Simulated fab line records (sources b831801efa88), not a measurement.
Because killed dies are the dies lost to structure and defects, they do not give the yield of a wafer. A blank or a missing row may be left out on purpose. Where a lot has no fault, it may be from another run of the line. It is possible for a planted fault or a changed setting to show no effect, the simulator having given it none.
fab line records + flow sky130
record:
- lots: 5
- wafers: 15
- lastDay: 50
route steps=708 shown VT_ADJUST_HVTR@135 VT_ADJUST_PCH@143 SONOS_TUNNEL@154
lots with no fault: from the same line, run without faults
startH: the number of hours between the record's first day and the start of the first shown wafer of the lot + waitH: hours since the lot's step before + " identical to the entry in the row above + L1.1+2: one row covering several wafers at once + - value missing, or start not given + * or withheld: withheld + < > ~ a bound
route shown NAME@n: names a module that has steps shown in the file, with the first one's number in the route + usual: mean/standard deviation of fault-free wafers + same: alike in all rows + chamber/n: place in a boat + sites: the reading at each site + _std_site: the values' standard deviation + _edge_site: inner sites' mean taken away from outer sites' mean + radiusMm: how far each site lies from the wafer's centre + mask NAME#n: copy n + behind: the most recent tool/chamber to have shaped the wafer + hold: why the lot was held/for how many hours/how that ended + device: the transistor (n, p or np) that didn't switch + end of line: at the end of the route, the tests of the same wafers + where a step has no rows: the recipe by itself + killed: not the wafer's yield, but the dies lost to structure and defects at the first sort + map: shows each die of a wafer: x if killed, . if not, _ if none is there
set.NAME: the setting that was run; set.NAME@STEP: the one run at that earlier step + model.NAME: the simulator's own value behind a step, which no gauge read
lots seen at some steps along the route; tables by step, rows by wafer
services: the hour from which a tool's chamber was out of use, counted from the record's first day as startH (under 0 if before that day), plus the number of hours and why
== steps ==
step: SKY_VT_ADJUST_HVTR_EXPOSE_04
recipe:
- maskId: HVTRM
- targetCdNm: 380
- na: 0.6
- sourceShape: conventional
- sigmaOuter: 0.6
- doseMj: 150
step: SKY_VT_ADJUST_HVTR_PEB_05
recipe:
- tempC: withheld
- timeS: *
- resist: NOVOLAK
step: SKY_VT_ADJUST_HVTR_DEVELOP_06
recipe:
- developTimeS: 60
- devTempC: 23
step: SKY_VT_ADJUST_HVTR_CD_MEAS_07
recipe:
- targetCdNm: 380
usual:
- cdNm: 379.0/2.7
| lot.wafer | tool     | chamber | startH | waitH | cdNm  |
|-----------|----------|---------|--------|-------|-------|
| L151.2    | cdSem-01 | -       | 224.34 | 0.2   | 376.0 |
| L151.5    | "        | -       | "      | "     | 377.7 |
| L151.6    | "        | -       | "      | "     | 381.4 |
| L155.1    | cdSem-01 | -       | 250.54 | 0.1   | 379.2 |
| L155.2    | "        | -       | "      | "     | 377.8 |
| L155.5    | "        | -       | "      | "     | 378.5 |
| L163.1    | cdSem-02 | -       | 305.48 | 0.1   | 377.9 |
| L163.2    | "        | -       | "      | "     | 377.4 |
| L163.3    | "        | -       | "      | "     | 376.1 |
| L169.2    | cdSem-02 | -       | 375.61 | 0.1   | 378.6 |
| L169.4    | "        | -       | "      | "     | 378.5 |
| L169.5    | "        | -       | "      | "     | 379.8 |
| L170.1    | cdSem-02 | -       | 378.03 | 0.1   | 383.1 |
| L170.4    | "        | -       | "      | "     | 381.6 |
| L170.5    | "        | -       | "      | "     | 382.2 |
step: SKY_VT_ADJUST_HVTR_OVL_MEAS_08
usual:
- VT_ADJUST_HVTR_OVL: 0.4/1.9
| lot.wafer | tool       | chamber | startH | waitH | VT_ADJUST_HVTR_OVL[nm] |
|-----------|------------|---------|--------|-------|------------------------|
| L151.2    | overlay-02 | -       | 224.45 | 0.1   | -0.8                   |
| L151.5    | "          | -       | "      | "     | -1.4                   |
| L151.6    | "          | -       | "      | "     | -1.1                   |
| L155.1    | overlay-02 | -       | 250.66 | 0.1   | 1.7                    |
| L155.2    | "          | -       | "      | "     | 0.3                    |
| L155.5    | "          | -       | "      | "     | 2.3                    |
| L163.1    | overlay-02 | -       | 305.60 | 0.1   | 0.7                    |
| L163.2    | "          | -       | "      | "     | -0.1                   |
| L163.3    | "          | -       | "      | "     | 2.3                    |
| L169.2    | overlay-02 | -       | 375.72 | 0.1   | 0.3                    |
| L169.4    | "          | -       | "      | "     | 1.1                    |
| L169.5    | "          | -       | "      | "     | 1.6                    |
| L170.1    | overlay-02 | -       | 378.15 | 0.1   | 3.0                    |
| L170.4    | "          | -       | "      | "     | 3.7                    |
| L170.5    | "          | -       | "      | "     | 1.0                    |
step: SKY_VT_ADJUST_HVTR_IMPLANT_09
recipe:
- species: B
- energyKev: 10
- doseCm2: 2.1e+12
- tiltDeg: withheld
step: SKY_VT_ADJUST_HVTR_STRIP_10
recipe:
- chemistry: O2/N2
- powerW: 1400
- pressureMtorr: 1500
- platenTempC: withheld
- o2FlowSccm: 3000
- n2FlowSccm: 300
- overashFraction: 0.5
usual:
- drypumpMotorCurrentA: 5.83/0.29
- oesProductAu: 0.716/0.0048
- stripTimeToEndpointS: 14.18/0.041
| lot.wafer | tool           | chamber | startH | waitH | drypumpMotorCurrentA | oesProductAu | rfHoursCounterH | stripTimeToEndpointS |
|-----------|----------------|---------|--------|-------|----------------------|--------------|-----------------|----------------------|
| L151.2    | plasmaAsher-01 | 1       | 224.66 | 0.1   | 5.85                 | 0.717        | 41              | 14.16                |
| L151.5    | "              | 0       | "      | "     | 5.61                 | 0.718        | -               | 14.14                |
| L151.6    | "              | 1       | "      | "     | 5.82                 | 0.716        | -               | 14.10                |
| L155.1    | plasmaAsher-03 | 0       | 250.85 | 0.1   | 6.12                 | 0.719        | 57              | 14.19                |
| L155.2    | "              | 1       | "      | "     | 5.41                 | 0.713        | 57              | 14.23                |
| L155.5    | "              | 0       | "      | "     | 6.12                 | 0.724        | -               | 14.16                |
| L163.1    | plasmaAsher-03 | 1       | 305.79 | 0.1   | 5.43                 | 0.729        | 62              | 14.23                |
| L163.2    | "              | 0       | "      | "     | 6.13                 | 0.717        | 62              | 14.21                |
| L163.3    | "              | 1       | "      | "     | 5.43                 | 0.719        | -               | 14.20                |
| L169.2    | plasmaAsher-02 | 1       | 375.90 | 0.1   | 6.26                 | 0.716        | 69              | 14.28                |
| L169.4    | "              | 1       | "      | "     | 6.30                 | 0.718        | -               | 14.26                |
| L169.5    | "              | 0       | "      | "     | 5.80                 | 0.719        | -               | 14.26                |
| L170.1    | plasmaAsher-03 | 1       | 378.34 | 0.1   | 5.41                 | 0.720        | 69              | 14.21                |
| L170.4    | "              | 0       | "      | "     | 6.11                 | 0.713        | -               | 14.23                |
| L170.5    | "              | 0       | "      | "     | 6.13                 | 0.714        | -               | 14.21                |
step: SKY_VT_ADJUST_HVTR_TW_MEAS_11
usual:
- VT_ADJUST_HVTR_TW: 212.7/1.1
| lot.wafer | tool         | chamber | startH | waitH | VT_ADJUST_HVTR_TW |
|-----------|--------------|---------|--------|-------|-------------------|
| L151.2    | filmMetro-04 | -       | 224.77 | 0.1   | 211.5             |
| L151.5    | "            | -       | "      | "     | 211.9             |
| L151.6    | "            | -       | "      | "     | 212.9             |
| L155.1    | filmMetro-02 | -       | 250.95 | 0.1   | 213.5             |
| L155.2    | "            | -       | "      | "     | 213.0             |
| L155.5    | "            | -       | "      | "     | 214.5             |
| L163.1    | filmMetro-04 | -       | 305.89 | 0.1   | 212.4             |
| L163.2    | "            | -       | "      | "     | 212.5             |
| L163.3    | "            | -       | "      | "     | 211.8             |
| L169.2    | filmMetro-01 | -       | 376.01 | 0.1   | 212.3             |
| L169.4    | "            | -       | "      | "     | 212.7             |
| L169.5    | "            | -       | "      | "     | 212.5             |
| L170.1    | filmMetro-01 | -       | 378.44 | 0.1   | 212.2             |
| L170.4    | "            | -       | "      | "     | 212.2             |
| L170.5    | "            | -       | "      | "     | 212.7             |
step: SKY_VT_ADJUST_PCH_DEHYDRATE_00
recipe:
- tempC: 200
- timeS: 60
step: SKY_VT_ADJUST_PCH_HMDS_01
recipe:
- primeTimeS: 60
- primeTempC: 120
step: SKY_VT_ADJUST_PCH_COAT_02
recipe:
- spinRpm: 2000
- resistThkNm: 3000
step: SKY_VT_ADJUST_PCH_SOFTBAKE_03
recipe:
- tempC: 110
- timeS: withheld
step: SKY_VT_ADJUST_PCH_EXPOSE_04
recipe:
- maskId: NWM
- na: 0.6
- sourceShape: conventional
- sigmaOuter: 0.6
- polarization: unpolarized
- targetCdNm: 840
- doseMj: 255
| lot.wafer  | tool            | chamber | startH | waitH | mask   |
|------------|-----------------|---------|--------|-------|--------|
| L151.2+5+6 | ilineStepper-02 | 0       | 235.97 | -     | TUNM#0 |
| L155.1+2+5 | ilineStepper-01 | 0       | 262.27 | -     | NWM#0  |
| L163.1+2+3 | ilineStepper-01 | 0       | 319.29 | -     | NWM#0  |
| L169.2+4+5 | ilineStepper-01 | 0       | 390.52 | -     | NWM#0  |
| L170.1+4+5 | ilineStepper-02 | 0       | 392.35 | -     | NWM#0  |
step: SKY_VT_ADJUST_PCH_PEB_05
recipe:
- tempC: 115
- timeS: withheld
step: SKY_VT_ADJUST_PCH_DEVELOP_06
recipe:
- wallAngleDeg: 90
- developer: TMAH
- developTimeS: 60
- devTempC: 23
step: SKY_VT_ADJUST_PCH_OVL_MEAS_07
usual:
- VT_ADJUST_PCH_OVL: 0.8/1.4
| lot.wafer | tool       | chamber | startH | waitH | VT_ADJUST_PCH_OVL[nm] |
|-----------|------------|---------|--------|-------|-----------------------|
| L151.2    | overlay-02 | -       | 248.00 | -     | -                     |
| L151.5    | "          | -       | "      | "     | -                     |
| L151.6    | "          | -       | "      | "     | -                     |
| L155.1    | overlay-01 | -       | 274.39 | -     | 1.0                   |
| L155.2    | "          | -       | "      | "     | 2.6                   |
| L155.5    | "          | -       | "      | "     | 1.5                   |
| L163.1    | overlay-01 | -       | 331.58 | -     | -0.2                  |
| L163.2    | "          | -       | "      | "     | 1.6                   |
| L163.3    | "          | -       | "      | "     | 1.6                   |
| L169.2    | overlay-01 | -       | 405.44 | -     | -0.7                  |
| L169.4    | "          | -       | "      | "     | -0.3                  |
| L169.5    | "          | -       | "      | "     | -2.0                  |
| L170.1    | overlay-02 | -       | 407.49 | -     | 1.4                   |
| L170.4    | "          | -       | "      | "     | 2.4                   |
| L170.5    | "          | -       | "      | "     | 1.1                   |
step: SKY_VT_ADJUST_PCH_IMPLANT_08
recipe:
- species: B
- energyKev: 10
- doseCm2: 5e+11
- tiltDeg: withheld
step: SKY_VT_ADJUST_PCH_STRIP_09
recipe:
- chemistry: O2/N2
- powerW: 1400
- pressureMtorr: 1500
- platenTempC: withheld
- o2FlowSccm: 3000
- n2FlowSccm: 300
- overashFraction: 0.5
usual:
- drypumpMotorCurrentA: 5.78/0.27
- oesProductAu: 0.723/0.0048
- stripTimeToEndpointS: 36.90/0.096
| lot.wafer | tool           | chamber | startH | waitH | drypumpMotorCurrentA | oesProductAu | rfHoursCounterH | stripTimeToEndpointS |
|-----------|----------------|---------|--------|-------|----------------------|--------------|-----------------|----------------------|
| L151.2    | plasmaAsher-03 | 1       | 248.18 | 0.1   | 5.42                 | 0.727        | 56              | 36.98                |
| L151.5    | "              | 0       | "      | "     | 6.11                 | 0.716        | -               | 36.94                |
| L151.6    | "              | 1       | "      | "     | 5.42                 | 0.724        | -               | 36.95                |
| L155.1    | plasmaAsher-03 | 1       | 274.58 | 0.1   | 5.43                 | 0.723        | 59              | 36.94                |
| L155.2    | "              | 0       | "      | "     | 6.13                 | 0.729        | 59              | 36.92                |
| L155.5    | "              | 0       | "      | "     | 6.14                 | 0.726        | -               | 36.92                |
| L163.1    | plasmaAsher-01 | 1       | 331.77 | 0.1   | 5.87                 | 0.718        | 51              | 37.04                |
| L163.2    | "              | 0       | "      | "     | 5.58                 | 0.727        | 51              | 36.98                |
| L163.3    | "              | 1       | "      | "     | 5.86                 | 0.723        | -               | 36.88                |
| L169.2    | plasmaAsher-04 | 1       | 405.62 | 0.1   | 6.10                 | 0.735        | 28              | 36.82                |
| L169.4    | "              | 1       | "      | "     | 6.13                 | 0.720        | -               | 36.90                |
| L169.5    | "              | 1       | "      | "     | 6.11                 | 0.724        | -               | 36.86                |
| L170.1    | plasmaAsher-04 | 0       | 407.68 | 0.1   | 5.58                 | 0.726        | 28              | 36.89                |
| L170.4    | "              | 0       | "      | "     | 5.57                 | 0.718        | -               | 36.97                |
| L170.5    | "              | 1       | "      | "     | 6.10                 | 0.724        | -               | 36.89                |
step: SKY_VT_ADJUST_PCH_TW_MEAS_10
usual:
- VT_ADJUST_PCH_TW: 143.9/0.75
| lot.wafer | tool         | chamber | startH | waitH | VT_ADJUST_PCH_TW |
|-----------|--------------|---------|--------|-------|------------------|
| L151.2    | filmMetro-03 | -       | 248.29 | 0.1   | 30.3             |
| L151.5    | "            | -       | "      | "     | 30.4             |
| L151.6    | "            | -       | "      | "     | 30.3             |
| L155.1    | filmMetro-03 | -       | 274.68 | 0.1   | 142.6            |
| L155.2    | "            | -       | "      | "     | 143.0            |
| L155.5    | "            | -       | "      | "     | 142.6            |
| L163.1    | filmMetro-04 | -       | 331.87 | 0.1   | 143.0            |
| L163.2    | "            | -       | "      | "     | 143.5            |
| L163.3    | "            | -       | "      | "     | 143.5            |
| L169.2    | filmMetro-04 | -       | 405.73 | 0.1   | 143.3            |
| L169.4    | "            | -       | "      | "     | 143.7            |
| L169.5    | "            | -       | "      | "     | 144.7            |
| L170.1    | filmMetro-03 | -       | 407.78 | 0.1   | 143.2            |
| L170.4    | "            | -       | "      | "     | 143.8            |
| L170.5    | "            | -       | "      | "     | 144.1            |
step: SKY_SONOS_TUNNEL_DEHYDRATE_00
recipe:
- tempC: 200
- timeS: 60
step: SKY_SONOS_TUNNEL_HMDS_01
recipe:
- primeTimeS: 60
- primeTempC: 120
step: SKY_SONOS_TUNNEL_COAT_02
recipe:
- resist: NOVOLAK
- spinRpm: 3000
- resistThkNm: 1140
step: SKY_SONOS_TUNNEL_SOFTBAKE_03
recipe:
- tempC: 90
- timeS: 60
- resist: NOVOLAK
step: SKY_SONOS_TUNNEL_EXPOSE_04
recipe:
- maskId: TUNM
- na: 0.6
- sourceShape: conventional
- sigmaOuter: 0.6
- polarization: unpolarized
- targetCdNm: 410
- doseMj: 136
step: SKY_SONOS_TUNNEL_PEB_05
recipe:
- tempC: withheld
- timeS: *
- resist: NOVOLAK
step: SKY_SONOS_TUNNEL_DEVELOP_06
recipe:
- resist: NOVOLAK
- developer: TMAH
- developTimeS: 60
- devTempC: 23
step: SKY_SONOS_TUNNEL_CD_MEAS_07
recipe:
- targetCdNm: 410
usual:
- cdNm: 409.9/2.1
| lot.wafer | tool     | chamber | startH | waitH | cdNm  |
|-----------|----------|---------|--------|-------|-------|
| L151.2    | cdSem-01 | -       | 271.07 | 0.1   | 410.1 |
| L151.5    | "        | -       | "      | "     | 411.0 |
| L151.6    | "        | -       | "      | "     | 410.6 |
| L155.1    | cdSem-01 | -       | 299.43 | 0.1   | 412.7 |
| L155.2    | "        | -       | "      | "     | 411.6 |
| L155.5    | "        | -       | "      | "     | 412.7 |
| L163.1    | cdSem-02 | -       | 359.13 | 0.1   | 411.4 |
| L163.2    | "        | -       | "      | "     | 412.1 |
| L163.3    | "        | -       | "      | "     | 411.6 |
| L169.2    | cdSem-02 | -       | 435.30 | 0.1   | 411.1 |
| L169.4    | "        | -       | "      | "     | 408.5 |
| L169.5    | "        | -       | "      | "     | 408.4 |
| L170.1    | cdSem-02 | -       | 438.43 | 0.1   | 412.8 |
| L170.4    | "        | -       | "      | "     | 412.8 |
| L170.5    | "        | -       | "      | "     | 410.9 |
step: SKY_SONOS_TUNNEL_OVL_MEAS_08
usual:
- SONOS_TUNNEL_OVL: -0.2/1.6
| lot.wafer | tool       | chamber | startH | waitH | SONOS_TUNNEL_OVL[nm] |
|-----------|------------|---------|--------|-------|----------------------|
| L151.2    | overlay-01 | -       | 271.18 | 0.1   | -1.2                 |
| L151.5    | "          | -       | "      | "     | 0.0                  |
| L151.6    | "          | -       | "      | "     | -0.6                 |
| L155.1    | overlay-01 | -       | 299.55 | 0.1   | -0.3                 |
| L155.2    | "          | -       | "      | "     | -1.0                 |
| L155.5    | "          | -       | "      | "     | 0.0                  |
| L163.1    | overlay-02 | -       | 359.25 | 0.1   | 1.3                  |
| L163.2    | "          | -       | "      | "     | 1.9                  |
| L163.3    | "          | -       | "      | "     | 0.6                  |
| L169.2    | overlay-02 | -       | 435.41 | 0.1   | -0.6                 |
| L169.4    | "          | -       | "      | "     | 0.1                  |
| L169.5    | "          | -       | "      | "     | -0.7                 |
| L170.1    | overlay-01 | -       | 438.55 | 0.1   | -1.3                 |
| L170.4    | "          | -       | "      | "     | -0.8                 |
| L170.5    | "          | -       | "      | "     | 0.2                  |
step: SKY_SONOS_TUNNEL_IMPLANT_09
recipe:
- species: B
- energyKev: 20
- doseCm2: 1e+12
- tiltDeg: withheld
step: SKY_SONOS_TUNNEL_WET_ETCH_10
recipe:
- chemistry: dHF
- targetDepthNm: 14
- target: SiO2
- dilution: 100:1
- tempC: 25
- timeS: 280
step: SKY_SONOS_TUNNEL_STRIP_11
recipe:
- chemistry: SPM
- timeS: 600
- tempC: 130
step: SKY_SONOS_TUNNEL_TW_MEAS_12
usual:
- SONOS_TUNNEL_TW: 198.9/0.99
| lot.wafer | tool         | chamber | startH | waitH | SONOS_TUNNEL_TW |
|-----------|--------------|---------|--------|-------|-----------------|
| L151.2    | filmMetro-03 | -       | 271.64 | 0.0   | 213.1           |
| L151.5    | "            | -       | "      | "     | 211.5           |
| L151.6    | "            | -       | "      | "     | 213.1           |
| L155.1    | filmMetro-02 | -       | 300.01 | 0.0   | 197.6           |
| L155.2    | "            | -       | "      | "     | 198.4           |
| L155.5    | "            | -       | "      | "     | 197.3           |
| L163.1    | filmMetro-02 | -       | 359.70 | 0.0   | 199.2           |
| L163.2    | "            | -       | "      | "     | 198.5           |
| L163.3    | "            | -       | "      | "     | 198.3           |
| L169.2    | filmMetro-01 | -       | 435.86 | 0.0   | 198.6           |
| L169.4    | "            | -       | "      | "     | 200.5           |
| L169.5    | "            | -       | "      | "     | 200.2           |
| L170.1    | filmMetro-02 | -       | 439.00 | 0.0   | 199.4           |
| L170.4    | "            | -       | "      | "     | 200.4           |
| L170.5    | "            | -       | "      | "     | 198.2           |
step: SKY_SONOS_TUNNEL_CLEAN_13
recipe:
- chemistry: dHF
- timeS: 20
- dilution: 100:1
- dry: ipaMarangoni
== services ==
| tool            | chamber | startH | hours | kind                   |
|-----------------|---------|--------|-------|------------------------|
| ilineStepper-01 | -       | 232.75 | 8.9   | pm                     |
| plasmaAsher-01  | -       | 285.07 | 5.1   | repair                 |
| plasmaAsher-03  | -       | 318.52 | 3.3   | repair                 |
| ilineStepper-01 | -       | 341.95 | 1.7   | pm                     |
| ilineStepper-01 | -       | 351.97 | 2.1   | pm                     |
| plasmaAsher-01  | -       | 353.43 | 2.8   | pm                     |
| ilineStepper-01 | -       | 354.05 | -     | consumableReplace:lamp |
| ilineStepper-02 | -       | 356.39 | 1.7   | pm                     |
== key ==
firstSign:
- step: SKY_VT_ADJUST_PCH_EXPOSE_04
- reading: mask
- direction: changed
effect:
- step: SKY_VT_ADJUST_PCH_OVL_MEAS_07
- reading: VT_ADJUST_PCH_OVL
- direction: missing
effect:
- step: SKY_VT_ADJUST_PCH_TW_MEAS_10
- reading: VT_ADJUST_PCH_TW
- direction: down
- sigmas: 99+
- usual: 143.9
- struck: 30.3
effect:
- step: SKY_SONOS_TUNNEL_TW_MEAS_12
- reading: SONOS_TUNNEL_TW
- direction: up
- sigmas: 14
- usual: 198.9
- struck: 212.6
metAt SKY_VT_ADJUST_PCH_EXPOSE_04
struckWafers L151.2,L151.5,L151.6
sortLeftOut L151.2,L151.5,L151.6
testerLeftOut L151
fault:
- kind: wrongMask
- tool: any
- chamber: -
- onsetH: 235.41
- steps: SKY_VT_ADJUST_PCH_EXPOSE_04
- auxCopy: TUNM#0
- scope: struckLotsOnly
testerLeftOut: of these lots the tester's yield and bins aren't shown, on N5 and GAA mostly nor the transistor test; their killed dies are dies lost to structure and defects alone, not to doping, threshold or leakage, so they don't give the yield
sortLeftOut: the simulated sort isn't trusted on such a fault, so these wafers' sort isn't shown, and their yield isn't known
